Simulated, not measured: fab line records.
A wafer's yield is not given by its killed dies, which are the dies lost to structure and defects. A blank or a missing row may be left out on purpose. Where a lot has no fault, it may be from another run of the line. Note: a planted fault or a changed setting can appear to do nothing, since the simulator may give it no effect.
Problem report, 8D (eight disciplines) form, completed by code || flow gf180mcu || the parts of the form that need people (team, actions taken, sign-off) are left out

== 1. WHAT IS WRONG ==
Mean NSD_RS at GF_PSD_RS_MEAS_14: 46.63 ohm/sq over 6 wafers in 2 lots; fault-free wafers: 46.11 ohm/sq, standard deviation 0.097. That is +5.3 standard deviations from the usual mean.
The step: measures by four-point-probe.
First observed at day 18 23:21: wafer L778.1, on film metro-03. The record holds 33 wafers of 11 lots with a number at this step. Rule for "out" (also "out of limits"): further than 4 standard deviations from the usual mean. The other wafers with a number count as sound.

== 2. WHAT THIS IS AND IS NOT ==
{"question": "which readings at this step", "is": "NSD_RS", "is not": "-"}
{"question": "which lots", "is": "L778, L780", "is not": "L765, L769, L772, L774, L776, L777, L786, L787, L788"}
{"question": "which wafers of those lots", "is": "all that have a number", "is not": "-"}
{"question": "read on which gauges", "is": "film metro-01, film metro-03", "is not": "film metro-02"}
{"question": "when", "is": "from day 18 23:21", "is not": "up to then (18 sound wafers); but 9 sound wafers of L786, L787, L788 came after"}

== 3. SUSPECTS, AND WHAT RULES EACH OUT ==
Counting: a tool at a process step up to the reading stays a suspect if it ran every lot that is out and no sound lot after the first of them.
- ruled out: the gauge at GF_PSD_RS_MEAS_14. 2 gauges (film metro-01, film metro-03) read the wafers that are out.
- implanter-03 at GF_NSD_IMPLANT_10: ruled out as a lasting fault. After its first lot that is out, L778 (day 17 22:34), sound lots L787 ran on it.
Left after counting: nothing in the record.

== 4. THE CAUSE (what the simulator had put in) ==
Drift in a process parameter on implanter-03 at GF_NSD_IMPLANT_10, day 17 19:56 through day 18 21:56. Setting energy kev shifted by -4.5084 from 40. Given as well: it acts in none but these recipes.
Counting ruled it out, wrongly: the rule takes a fault to strike every lot that its tool runs from its start on, and this one did not.

== 5. THE CHAIN OF EFFECTS, in route order ==
Each row: a reading whose mean over the struck wafers that have a number lies more than 3 standard deviations from the usual. Scope: only readings with a usual standard deviation given in the record; hours: median across lots of the time from each lot's start at the first step in this table that gives one to its start at this step; sigmas: change in usual standard deviations.
{"hours": 0, "step": "GF_NSD_IMPLANT_10", "reading": "beam energy keV", "usual": 40.000, "on struck wafers": 35.490, "change": -4.510, "sigmas": "-99 or more"}
{"hours": 0, "step": "GF_NSD_STRIP_11", "reading": "strip time to endpoint s", "usual": "22.96 s", "on struck wafers": 22.78, "change": -0.18, "sigmas": -5.6}
{"hours": 25, "step": "GF_PSD_RS_MEAS_14", "reading": "NSD_RS", "usual": "46.11 ohm/sq", "on struck wafers": 46.63, "change": "+0.52", "sigmas": "+5.3"}
Its process steps:
- GF_NSD_IMPLANT_10
- GF_NSD_STRIP_11: strips in O2/N2.

== 6. HOW IT WOULD HAVE BEEN CAUGHT EARLIER ==
In this record the first reading out of limits at a measuring or inspecting step was taken at day 18 23:21, 27 hours after the fault began at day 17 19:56.
The tool's own readings at GF_NSD_IMPLANT_10 were out on every struck wafer that the step has a row for (beam energy keV): an alarm limit on them would have fired on the first of those.
